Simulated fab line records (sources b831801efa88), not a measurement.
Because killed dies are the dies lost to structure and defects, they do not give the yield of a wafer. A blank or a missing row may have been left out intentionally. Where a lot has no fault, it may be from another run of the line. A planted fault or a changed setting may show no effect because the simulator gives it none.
Comparing a struck lot with a sound one	flow sky130	15 out of 708 route steps
Sound: these wafers, L544.2, L544.3, L544.6. The struck wafers were L536.2, L536.4. Last of all comes the cause.
Order at every step that has rows: each side's tool, ch and its chambers, its first start. Under that, the readings that differ: sound wafers	struck wafers	difference of the means	sigmas: that difference in standard deviations of wafers without a fault.
alike: a reading whose means differ by less than 2 such deviations, as well as words and numbers matching on both sides. not compared: withheld readings; readings where some wafer has no value; bounds like >300 that might hide an equal value; numbers whose values overlap and for which the record gives no deviation.
A row with sigmas, a row that says differs or no value, or rows on one side alone: a step with any of these is where the two part. When numbers do not overlap yet have no deviation, they are printed without sigmas and do not part them. Lack of a reading on every wafer of one side parts them only where that side has two or more wafers.

SKY_GATE_OXIDE_OVL_MEAS_10:
  sound on overlay-01, day 20 13:58; struck on overlay-02, day 18 04:57
  alike: GATE_OXIDE_OVL
then, 2 steps without rows for these wafers: SKY_GATE_OXIDE_IMPLANT_11; SKY_GATE_OXIDE_WET_ETCH_12 (etches SiO2 in dHF, target depth 16.8 nm, time 336 s).
SKY_GATE_OXIDE_STRIP_13: strips in O2/N2.
  sound on plasmaAsher-02 ch 0,1, day 20 14:14; struck on plasmaAsher-01 ch 0,1, day 18 05:14
reading	sound	struck	difference	sigmas
o2FlowSccm (sccm)	2988 2999 2981	3015 3006	+21	+2
  alike: drypumpMotorCurrentA, oesProductAu, stripTimeToEndpointS
  not compared: rfHoursCounterH
SKY_GATE_OXIDE_TW_MEAS_14:
  sound on filmMetro-02, day 20 14:21; struck on filmMetro-02, day 18 05:20
  alike: GATE_OXIDE_TW
then, 3 steps without rows for these wafers: SKY_GATE_OXIDE_CLEAN_15 (cleans in SC1/SC2, time 150 s); SKY_GATE_OXIDE_OXIDATION_16 (stabilise 600 s, purge 300 s, target thk 3.57 nm); SKY_POLY_GATE_CVD_00 (deposits poly-Si, target thk 180 nm, time 720 s).
SKY_POLY_GATE_THK_MEAS_01:
  sound on filmMetro-01, day 20 18:23; struck on filmMetro-02, day 18 15:40
  alike: POLY_GATE_CVD_00_THK
then, 3 steps without rows for these wafers: SKY_RES_PROTECT_DEHYDRATE_00 (time 60 s); SKY_RES_PROTECT_HMDS_01 (prime time 60 s); SKY_RES_PROTECT_COAT_02 (resist thk 1140 nm).
SKY_RES_PROTECT_SOFTBAKE_03: time 60 s.
  sound on lithoTrack-03 ch 0, day 21 09:13; struck on lithoTrack-04 ch 0, day 19 06:25
reading	sound	struck	difference	sigmas
heaterPowerTotalW (W)	56.64 56.64 56.54	58.35 58.46	+1.80	+43
runLengthS (s)	89.50 89.69 89.47	83.39 83.53	-6.09	-24
  alike: resistLineTempC
then, 1 step without rows for these wafers: SKY_RES_PROTECT_EXPOSE_04 (exposes mask RPM, target cd 1270 nm).
-- here the record skips 30 days between the struck wafers' starts before and after, leaving off in module RES_PROTECT and picking up in module PAD_OPEN (first step shown: number 708 of the route) --
SKY_PAD_OPEN_PROBE_99:
  sound on prober-01, day 50 04:28; struck on prober-02, day 49 13:04
  alike: killed_at_M0_to_M3, killed_at_M4_up, killedAtContacts, killedAtFrontEnd, killedAtOther, killedDies, killedOpen, killedShort

== WHERE THEY PART ==
Earliest at SKY_GATE_OXIDE_STRIP_13; latest, in this record, at SKY_RES_PROTECT_SOFTBAKE_03. Later steps at which nothing parts them and some readings are alike: SKY_PAD_OPEN_PROBE_99.

WHY: whatever the simulator had introduced
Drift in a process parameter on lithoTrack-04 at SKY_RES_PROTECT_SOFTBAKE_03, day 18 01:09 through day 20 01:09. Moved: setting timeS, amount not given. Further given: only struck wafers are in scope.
